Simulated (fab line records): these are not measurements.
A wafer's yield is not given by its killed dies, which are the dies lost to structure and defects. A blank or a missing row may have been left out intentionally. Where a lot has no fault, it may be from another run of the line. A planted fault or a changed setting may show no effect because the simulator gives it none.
Tool commonality check / flow sky130 / 12 lots, 36 wafers sampled

## WHY THIS WAS OPENED
Of 12 lots, 3 have the reading VT_ADJUST_PCH_TW flagged at SKY_VT_ADJUST_PCH_TW_MEAS_10. No-fault wafers: 143.7, standard deviation 1.8.
Rule: a lot is flagged in two cases, either no wafer of it has a number, or all its wafers with numbers fall more than 4 standard deviations from that mean. All remaining lots are regarded as sound.

lot=L124; measured=day 11 01:45; on=film-metro-02; VT_ADJUST_PCH_TW, wafer by wafer=146.2 146.5 147.4; flag=
lot=L126; measured=day 11 19:45; on=film-metro-02; VT_ADJUST_PCH_TW, wafer by wafer=146.3 146.3 146.2; flag=
lot=L128; measured=day 12 09:49; on=film-metro-04; VT_ADJUST_PCH_TW, wafer by wafer=143.2 142.8 143.3; flag=
lot=L132; measured=day 13 12:16; on=film-metro-04; VT_ADJUST_PCH_TW, wafer by wafer=143.7 143.6 143.8; flag=
lot=L133; measured=day 13 21:36; on=film-metro-01; VT_ADJUST_PCH_TW, wafer by wafer=141.8 142.0 141.8; flag=
lot=L134; measured=day 14 03:11; on=film-metro-02; VT_ADJUST_PCH_TW, wafer by wafer=171.9 171.0 170.0; flag=FLAGGED
lot=L135; measured=day 14 10:50; on=film-metro-04; VT_ADJUST_PCH_TW, wafer by wafer=167.2 167.2 168.0; flag=FLAGGED
lot=L136; measured=day 14 16:56; on=film-metro-02; VT_ADJUST_PCH_TW, wafer by wafer=170.4 171.5 171.2; flag=FLAGGED
lot=L143; measured=day 17 02:15; on=film-metro-02; VT_ADJUST_PCH_TW, wafer by wafer=144.8 145.4 144.5; flag=
lot=L145; measured=day 17 20:42; on=film-metro-01; VT_ADJUST_PCH_TW, wafer by wafer=141.1 141.5 141.4; flag=
lot=L146; measured=day 17 22:14; on=film-metro-02; VT_ADJUST_PCH_TW, wafer by wafer=144.7 144.8 144.6; flag=
lot=L147; measured=day 18 10:37; on=film-metro-02; VT_ADJUST_PCH_TW, wafer by wafer=144.8 144.9 145.4; flag=
The numbers of the flagged lots are 169.8 on average: +26.1 against the usual, or +15 standard deviations.

## WHICH TOOL RAN EACH LOT
2 process steps preceding the reading are held in the record, out of 708 steps in the route. Each cell gives the tool, then ch followed by the chambers the sampled wafers passed through, then the start.
lot=L124; flag=; SKY_VT_ADJUST_HVTR_STRIP_10=plasma-asher-04 ch 0,1, day 10 01:54; SKY_VT_ADJUST_PCH_IMPLANT_08=implanter-01 ch 0, day 11 01:31
lot=L126; flag=; SKY_VT_ADJUST_HVTR_STRIP_10=plasma-asher-04 ch 0,1, day 10 19:43; SKY_VT_ADJUST_PCH_IMPLANT_08=implanter-02 ch 0, day 11 19:30
lot=L128; flag=; SKY_VT_ADJUST_HVTR_STRIP_10=plasma-asher-02 ch 0,1, day 11 09:34; SKY_VT_ADJUST_PCH_IMPLANT_08=implanter-02 ch 0, day 12 09:37
lot=L132; flag=; SKY_VT_ADJUST_HVTR_STRIP_10=plasma-asher-02 ch 0,1, day 12 10:51; SKY_VT_ADJUST_PCH_IMPLANT_08=implanter-02 ch 0, day 13 12:02
lot=L133; flag=; SKY_VT_ADJUST_HVTR_STRIP_10=plasma-asher-02 ch 0,1, day 12 19:24; SKY_VT_ADJUST_PCH_IMPLANT_08=implanter-03 ch 0, day 13 21:21
lot=L134; flag=FLAGGED; SKY_VT_ADJUST_HVTR_STRIP_10=plasma-asher-02 ch 0,1, day 13 00:58; SKY_VT_ADJUST_PCH_IMPLANT_08=implanter-02 ch 0, day 14 02:56
lot=L135; flag=FLAGGED; SKY_VT_ADJUST_HVTR_STRIP_10=plasma-asher-04 ch 0,1, day 13 08:13; SKY_VT_ADJUST_PCH_IMPLANT_08=implanter-02 ch 0, day 14 10:35
lot=L136; flag=FLAGGED; SKY_VT_ADJUST_HVTR_STRIP_10=plasma-asher-02 ch 0,1, day 13 13:55; SKY_VT_ADJUST_PCH_IMPLANT_08=implanter-02 ch 0, day 14 16:41
lot=L143; flag=; SKY_VT_ADJUST_HVTR_STRIP_10=plasma-asher-02 ch 0,1, day 15 22:13; SKY_VT_ADJUST_PCH_IMPLANT_08=implanter-01 ch 0, day 17 02:00
lot=L145; flag=; SKY_VT_ADJUST_HVTR_STRIP_10=plasma-asher-01 ch 1, day 16 14:54; SKY_VT_ADJUST_PCH_IMPLANT_08=implanter-03 ch 0, day 17 20:27
lot=L146; flag=; SKY_VT_ADJUST_HVTR_STRIP_10=plasma-asher-01 ch 0,1, day 16 16:52; SKY_VT_ADJUST_PCH_IMPLANT_08=implanter-03 ch 0, day 17 22:00
lot=L147; flag=; SKY_VT_ADJUST_HVTR_STRIP_10=plasma-asher-04 ch 0,1, day 17 04:22; SKY_VT_ADJUST_PCH_IMPLANT_08=implanter-02 ch 0, day 18 10:23
What is done by these steps:
- SKY_VT_ADJUST_HVTR_STRIP_10: strips in O2/N2.
- SKY_VT_ADJUST_PCH_IMPLANT_08
- SKY_VT_ADJUST_PCH_TW_MEAS_10

## FLAGGED OVER TOTAL, TOOL BY TOOL (the gauges that took the reading come last)
step=SKY_VT_ADJUST_HVTR_STRIP_10; tool=plasma-asher-01; lots run=2; flagged=0; share of the flagged lots=none; sound lots run after its first flagged lot=-
step=SKY_VT_ADJUST_HVTR_STRIP_10; tool=plasma-asher-02; lots run=6; flagged=2; share of the flagged lots=some; sound lots run after its first flagged lot=1 (L143)
step=SKY_VT_ADJUST_HVTR_STRIP_10; tool=plasma-asher-04; lots run=4; flagged=1; share of the flagged lots=some; sound lots run after its first flagged lot=1 (L147)
step=SKY_VT_ADJUST_PCH_IMPLANT_08; tool=implanter-01; lots run=2; flagged=0; share of the flagged lots=none; sound lots run after its first flagged lot=-
step=SKY_VT_ADJUST_PCH_IMPLANT_08; tool=implanter-02; lots run=7; flagged=3; share of the flagged lots=all; sound lots run after its first flagged lot=1 (L147)
step=SKY_VT_ADJUST_PCH_IMPLANT_08; tool=implanter-03; lots run=3; flagged=0; share of the flagged lots=none; sound lots run after its first flagged lot=-
step=SKY_VT_ADJUST_PCH_TW_MEAS_10; tool=film-metro-01; lots run=2; flagged=0; share of the flagged lots=none; sound lots run after its first flagged lot=-
step=SKY_VT_ADJUST_PCH_TW_MEAS_10; tool=film-metro-02; lots run=7; flagged=2; share of the flagged lots=some; sound lots run after its first flagged lot=3 (L143,L146,L147)
step=SKY_VT_ADJUST_PCH_TW_MEAS_10; tool=film-metro-04; lots run=3; flagged=1; share of the flagged lots=some; sound lots run after its first flagged lot=0

## WHAT THE TABLE ALLOWS
All flagged lots share 1 row of the table, namely implanter-02 at SKY_VT_ADJUST_PCH_IMPLANT_08.
- implanter-02 at SKY_VT_ADJUST_PCH_IMPLANT_08 ran 7 lots, 3 of them flagged. Sound lots followed the first flagged one (L147) on it, something a lasting fault affecting the whole tool could not allow. Its own readings lie more than 4 standard deviations out on every wafer of the flagged lots: dose-ions-cm2, faraday-current-uA.
Not one row of the table ran every flagged lot while running no sound lot after the first.

## WHAT WAS PUT IN BY THE SIMULATOR
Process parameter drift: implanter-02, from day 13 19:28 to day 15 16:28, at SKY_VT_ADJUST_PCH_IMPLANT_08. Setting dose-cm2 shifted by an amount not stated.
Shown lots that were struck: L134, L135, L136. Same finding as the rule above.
